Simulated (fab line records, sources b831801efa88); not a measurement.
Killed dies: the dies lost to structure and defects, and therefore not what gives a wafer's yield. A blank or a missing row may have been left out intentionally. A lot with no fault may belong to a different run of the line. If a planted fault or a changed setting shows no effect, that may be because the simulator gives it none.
Which tool did it? | flow sfq-line | 14 lots, 42 wafers sampled, at 3 steps of a route of 325

WHAT THE GAUGES SHOWED, per wafer
SFQ_L0_RS_MEAS_901: the measuring method here is four-point-probe.
lot  | measured    | on            | L0_MONX_KI_RS (ohm/sq)
L581 | day 1 17:35 | film-metro-01 | 42.7 42.9 42.6
L582 | day 1 22:34 | film-metro-01 | 42.2 41.7 41.7
L583 | day 2 03:35 | film-metro-04 | 43.2 43.0 42.9
L585 | day 2 13:34 | film-metro-02 | 42.2 42.5 42.0
L586 | day 2 18:35 | film-metro-01 | 42.8 42.9 43.0
L587 | day 2 23:37 | film-metro-04 | 42.0 41.9 42.6
L588 | day 3 04:36 | film-metro-02 | 43.2 42.7 43.1
L592 | day 4 00:35 | film-metro-04 | 42.4 42.5 42.1
L593 | day 4 05:40 | film-metro-01 | 42.9 42.8 42.5
L594 | day 4 10:34 | film-metro-04 | 41.9 49.4 41.7
L597 | day 5 01:36 | film-metro-01 | 42.6 49.7 42.6
L601 | day 5 21:34 | film-metro-04 | 42.4 42.2 42.4
L602 | day 6 02:34 | film-metro-01 | 43.1 42.6 43.0
L603 | day 6 07:34 | film-metro-01 | 42.2 42.6 42.5

SFQ_L0_THK_MEAS_902: measures by xrf.
lot  | measured    | on            | L0_MONX_KI_THK (nm)
L581 | day 1 17:41 | film-metro-01 | 40.9 41.0 41.3
L582 | day 1 22:41 | film-metro-01 | 41.5 42.3 42.2
L583 | day 2 03:41 | film-metro-04 | 40.7 40.4 40.7
L585 | day 2 13:41 | film-metro-02 | 41.5 41.2 41.9
L586 | day 2 18:41 | film-metro-01 | 41.1 41.2 40.6
L587 | day 2 23:43 | film-metro-04 | 41.5 41.7 40.9
L588 | day 3 04:42 | film-metro-02 | 40.9 41.0 40.7
L592 | day 4 00:41 | film-metro-04 | 41.6 41.1 41.7
L593 | day 4 05:46 | film-metro-01 | 40.9 41.1 41.6
L594 | day 4 10:41 | film-metro-04 | 41.9 36.4 42.1
L597 | day 5 01:42 | film-metro-01 | 41.7 36.3 41.2
L601 | day 5 21:41 | film-metro-04 | 41.3 41.3 41.3
L602 | day 6 02:41 | film-metro-01 | 40.4 40.9 40.7
L603 | day 6 07:41 | film-metro-01 | 41.3 41.0 41.1

EACH LOT AND THE TOOL THAT RAN IT (in order: tool; ch and the chambers of the sampled wafers; start)
lot  | SFQ_TRILAYER_L0_DEP_SPUTTER_003
L581 | pvd-sputter-06, day 1 17:29
L582 | pvd-sputter-05, day 1 22:29
L583 | pvd-sputter-05, day 2 03:29
L585 | pvd-sputter-03, day 2 13:29
L586 | pvd-sputter-06, day 2 18:29
L587 | pvd-sputter-06, day 2 23:29
L588 | pvd-sputter-03, day 3 04:29
L592 | pvd-sputter-05, day 4 00:29
L593 | pvd-sputter-05, day 4 05:29
L594 | pvd-sputter-06, day 4 10:29
L597 | pvd-sputter-06, day 5 01:29
L601 | pvd-sputter-05, day 5 21:29
L602 | pvd-sputter-03, day 6 02:29
L603 | pvd-sputter-05, day 6 07:29
- SFQ_TRILAYER_L0_DEP_SPUTTER_003: material MoNx KI, target thk 40 nm, time 102.5 s.

WHAT THE TOOLS THEMSELVES READ (means of the sampled wafers that have a number; where no wafer has one, the mark that the record gives instead)
SFQ_TRILAYER_L0_DEP_SPUTTER_003.
lot  | tool           | throttle-valve-pct (%)
L581 | pvd-sputter-06 | 29.9
L582 | pvd-sputter-05 | 30.5
L583 | pvd-sputter-05 | 30.5
L585 | pvd-sputter-03 | 30.1
L586 | pvd-sputter-06 | 29.1
L587 | pvd-sputter-06 | 29.7
L588 | pvd-sputter-03 | 29.4
L592 | pvd-sputter-05 | 30.6
L593 | pvd-sputter-05 | 30.6
L594 | pvd-sputter-06 | 29.4
L597 | pvd-sputter-06 | 29.4
L601 | pvd-sputter-05 | 30.5
L602 | pvd-sputter-03 | 30.7
L603 | pvd-sputter-05 | 30.3

THE ANSWER, worked out from the rows above alone
Rule: usual is defined by the lots themselves. Put in order of their means at a reading, lots are off if they are a third of the lots or fewer, leave a main group of 4 or more, and stand apart from it by a gap of 3 or more times the standard deviation of the main group's means; of several such gaps the widest counts. Not used: any main group whose means are identical at the precision the tables above print for the reading. Also off: a lot with no number at a reading for which 4 or more lots have one. Any other lot the step has rows for is counted as sound. Order of review: gauges by route order, followed by the tools' own readings, for which a lot's mean as printed above is used. The first step at which some lot is off is used, and at that step the reading that is off furthest; a lot without a number counts as furthest.
Off: at SFQ_L0_RS_MEAS_901 (L0_MONX_KI_RS), L594, L597. The main group: mean 42.6 ohm/sq, standard deviation 0.36.
A tool fits if, at a process step before that reading, it ran every lot that is off, and no sound lot after the first of them. Gauges at SFQ_L0_RS_MEAS_901: tried the same way as those tools. One fits: pvd-sputter-06 at SFQ_TRILAYER_L0_DEP_SPUTTER_003. A fault onset in the window from L587 (day 2 23:29, its last sound lot) to L594 (day 4 10:29, its first lot off) fits.

WHAT WAS PUT IN BY THE SIMULATOR
Site profile drift: pvd-sputter-06, from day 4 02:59 on, at SFQ_TRILAYER_L0_DEP_SPUTTER_003. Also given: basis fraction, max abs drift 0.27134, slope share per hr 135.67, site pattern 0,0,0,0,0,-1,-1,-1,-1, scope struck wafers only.
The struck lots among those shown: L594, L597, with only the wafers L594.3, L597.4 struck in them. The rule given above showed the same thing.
